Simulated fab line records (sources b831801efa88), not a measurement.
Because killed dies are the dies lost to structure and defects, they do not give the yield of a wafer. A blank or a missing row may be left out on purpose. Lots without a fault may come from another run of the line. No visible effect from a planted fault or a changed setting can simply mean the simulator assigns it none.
A struck lot beside a sound one | flow sky130 | 36 steps out of a route of 708
Sound: these wafers, L414.3, L414.4, L414.5. Struck: wafer L425.4 (left out: L425.6, a lot-mate that was not struck); the cause follows at the end.
At each step with rows: each side's tool, then ch and its chambers, then its first start. Under that, the readings that differ: sound wafers | struck wafers | difference of the means | sigmas: that difference in standard deviations of wafers without a fault.
alike: a reading whose means differ by less than 2 such deviations, as well as words and numbers matching on both sides. not compared: withheld readings; readings where some wafer has no value; bounds like >300 that might hide an equal value; numbers whose values overlap and for which the record gives no deviation.
A row with sigmas, a row that says differs or no value, or rows on one side alone: a step with any of these is where the two part. Numbers that have no deviation but don't overlap get no sigmas and don't part them. Lack of a reading on every wafer of one side parts them only where that side has two or more wafers.

SKY_LOCAL_INTERCONNECT_CD_MEAS_11: the cd target is 170 nm.
  sound on cd sem-01 at day 31 08:50; struck on cd sem-01 at day 34 14:30
  alike: cd nm
SKY_LOCAL_INTERCONNECT_OVL_MEAS_12:
  sound on overlay-01 at day 31 08:55; struck on overlay-02 at day 34 14:35
  alike: LOCAL_INTERCONNECT_OVL
then, 6 steps without rows for these wafers: SKY_LOCAL_INTERCONNECT_ETCH_13 (etches BARC in N2/H2, stops on SiO2, time 45.9 s, target depth 60 nm); SKY_LOCAL_INTERCONNECT_METAL_ETCH_14 (etches TiN in Cl2/BCl3, stops on PSG, target depth 110 nm, time 31.4 s); SKY_LOCAL_INTERCONNECT_STRIP_15 (strips in O2/N2); SKY_LOCAL_INTERCONNECT_STRIP_16 (strips in post etch residue remover, time 1200 s); SKY_LOCAL_INTERCONNECT_CLEAN_17 (cleans in IPA, time 180 s); SKY_LOCAL_INTERCONNECT_CLEAN_18 (cleans in O3/DIW).
SKY_CONTACT_CVD_00: deposits Si3N4, target thk 75 nm.
  sound on pecvd-03 ch 0,2, day 31 09:39; struck on pecvd-03 ch 2, day 34 15:19
  alike: heater power w
SKY_CONTACT_THK_MEAS_01:
  sound on film metro-02 at day 31 09:42; struck on film metro-02 at day 34 15:22
  alike: CONTACT_CVD_00_THK
then, 1 step without rows for these wafers: SKY_CONTACT_HDPCVD_02 (deposits SiO2, target thk 565 nm, time 94.2 s).
SKY_CONTACT_THK_MEAS_03:
  sound on film metro-01 at day 31 09:52; struck on film metro-04 at day 34 15:29
  reading                 | sound       | struck | difference | sigmas
  CONTACT_HDPCVD_THK (nm) | 569 566 572 | 556    | -13        | -3
SKY_CONTACT_CMP_04: polishes SiO2.
  sound on cmp-02 ch 0,1,2, day 31 09:58; struck on cmp-01 ch 1, day 34 15:47
  reading                                     | sound             | struck | difference | sigmas
  motor current A (A)                         | 13.3 12.7 13.2    | 10.9   | -2.2       | -2
  time to endpoint s (s)                      | 85 84 86          | 101    | +16        | +4
  model.SiO2_of_CONTACT_HDPCVD_02.thk nm (nm) | 341.9 341.6 340.8 | 414.5  | +73.1      |
  alike: edge zone pressure frac, slurry filter dp kPa
SKY_CONTACT_BOW_MEAS_05:
  sound on film metro-02 at day 31 10:15; struck on film metro-02 at day 34 16:08
  alike: CONTACT_BOW
then, 8 steps without rows for these wafers: SKY_CONTACT_DEHYDRATE_06 (time 60 s); SKY_CONTACT_HMDS_07 (prime time 60 s); SKY_CONTACT_COAT_08 (resist thk 60 nm); SKY_CONTACT_COAT_09 (resist thk 450 nm); SKY_CONTACT_SOFTBAKE_10 (time 90 s); SKY_CONTACT_EXPOSE_11 (exposes mask CTM1, target cd 170 nm); SKY_CONTACT_PEB_12; SKY_CONTACT_DEVELOP_13 (develop time 60 s).
SKY_CONTACT_CD_MEAS_14: the cd target is 170 nm.
  sound on cd sem-02 at day 32 13:31; struck on cd sem-01 at day 35 18:18
  alike: cd nm
SKY_CONTACT_OVL_MEAS_15:
  sound on overlay-01 at day 32 13:36; struck on overlay-01 at day 35 18:23
  alike: CONTACT_OVL
then, 1 step without rows for these wafers: SKY_CONTACT_ETCH_16 (etches BARC in N2/H2, stops on SiO2, time 45.9 s, target depth 60 nm).
SKY_CONTACT_ETCH_17: etches SiO2 in C4F8/O2/Ar, stops on Si3N4, target depth 340 nm.
  sound on rie diel-02 ch 1,3, day 32 13:40; struck on rie diel-02 ch 3, day 35 18:26
  reading                             | sound             | struck | difference | sigmas
  oes product au (a.u.)               | 0.892 0.891 0.895 | 0.989  | +0.096     | +20
  model.etch.depth nm (nm)            | 341.9 341.6 340.8 | 406.8  | +65.4      |
  model.CONTACT.feature depth nm (nm) | 341.9 341.6 340.8 | 406.8  | +65.4      |
SKY_CONTACT_ETCH_18: etches Si3N4 in CHF3/O2, stops on TiN, time 39 s, target depth 75 nm.
  sound: rie diel-02 ch 1,3; struck: rie diel-02 ch 3
  alike: drypump motor current A, oes product au, throttle valve pct
  not compared: rf hours counter h
SKY_CONTACT_STRIP_19: strips in O2/N2.
  sound on plasma asher-02 ch 0,1, day 32 13:47; struck on plasma asher-04 ch 1, day 35 18:34
  alike: drypump motor current A, oes product au, strip time to endpoint s
  not compared: rf hours counter h
then, 3 steps without rows for these wafers: SKY_CONTACT_STRIP_20 (strips in post etch residue remover, time 1200 s); SKY_CONTACT_CLEAN_21 (cleans in IPA, time 180 s); SKY_CONTACT_CLEAN_22 (cleans in O3/DIW).
SKY_CONTACT_SPUTTER_23: material TiN, target thk 20 nm, time 80 s.
  sound on pvd sputter-01 at day 32 14:21; struck on pvd sputter-02 at day 35 19:13
  alike: throttle valve pct
SKY_CONTACT_CVD_24: deposits W, target thk 340 nm, time 102.12 s.
  sound on cvd w-02 ch 0,1, day 32 14:27; struck on cvd w-01 ch 0, day 35 19:19
  alike: heater power w
SKY_CONTACT_CMP_27: polishes, stops on SiO2, t overpolish 15 s, target thk 0 nm.
  sound on cmp-01 ch 1,2,3, day 32 14:48; struck on cmp-02 ch 2, day 35 19:43
  reading                                     | sound             | struck | difference | sigmas
  model.SiO2_of_CONTACT_HDPCVD_02.thk nm (nm) | 338.7 338.4 337.6 | 411.3  | +73.1      |
  alike: edge zone pressure frac, motor current A, slurry filter dp kPa
then, 1 step without rows for these wafers: SKY_METAL1_SPUTTER_00 (material Ti, target thk 15 nm, time 10 s).
-- the record jumps here: 13 days lie between the struck wafers' starts before and after (it left off in module METAL1 and takes up again in module PAD_OPEN, whose first step shown is number 708 of the route) --
SKY_PAD_OPEN_PROBE_99:
  rows exist in the record for the struck wafers here (prober-01, day 48 21:19), but not for the sound ones

## WHERE THEY PART
First at SKY_CONTACT_THK_MEAS_03; last, within this record, at SKY_PAD_OPEN_PROBE_99.

WHY: what the simulator had put in
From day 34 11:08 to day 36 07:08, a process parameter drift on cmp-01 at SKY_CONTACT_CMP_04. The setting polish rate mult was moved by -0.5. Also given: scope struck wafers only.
